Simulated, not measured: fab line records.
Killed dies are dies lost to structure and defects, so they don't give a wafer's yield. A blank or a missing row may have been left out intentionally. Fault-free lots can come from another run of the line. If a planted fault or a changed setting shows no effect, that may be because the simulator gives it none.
What tool caused it? ; flow sky130 ; 12 lots, 36 wafers sampled, at 1 step of a route of 708

== WHAT THE GAUGES SHOWED, per wafer ==
SKY_SONOS_ONO_CD_MEAS_13: the cd target is 410 nm.
lot;measured;on;cdNm (nm)
L075;day 13 00:58;cdSem-02;409.7 411.8 412.7
L077;day 13 15:30;cdSem-01;410.9 409.8 410.8
L079;day 14 10:55;cdSem-01;409.1 412.2 410.7
L081;day 15 05:17;cdSem-02;414.4 413.3 415.3
L083;day 15 17:08;cdSem-01;411.6 410.0 409.5
L085;day 16 11:08;cdSem-02;407.9 408.2 408.7
L087;day 17 06:01;cdSem-01;408.3 407.2 407.2
L089;day 17 18:37;cdSem-01;409.6 408.1 407.5
L091;day 18 14:50;cdSem-02;409.5 412.2 409.3
L093;day 19 05:06;cdSem-02;410.4 411.2 409.3
L095;day 20 04:25;cdSem-02;408.8 410.8 412.3
L097;day 20 19:22;cdSem-02;413.3 410.4 413.1

== TOOL THAT RAN EACH LOT (tool first, then ch and the chambers of the sampled wafers, then the start) ==
The record shows no process step preceding these readings.

== THE ANSWER, worked out from the rows above alone ==
Rule: the lots themselves supply what counts as usual. The widest of any qualifying gaps counts: lots, ordered by their means at a reading, are off when they make up no more than a third of the lots, leave a main group of 4 or more, and stand apart from it by 3 or more times the standard deviation of that group's means. A main group whose means are all the same, to the digits that the tables above print for the reading, isn't used. Also off: a lot with no number at a reading for which 4 or more lots have one. All remaining lots with rows at the step are treated as sound.
No lot is off at any reading shown: from this, nothing can be told.

== WHAT HAD BEEN PUT IN BY THE SIMULATOR ==
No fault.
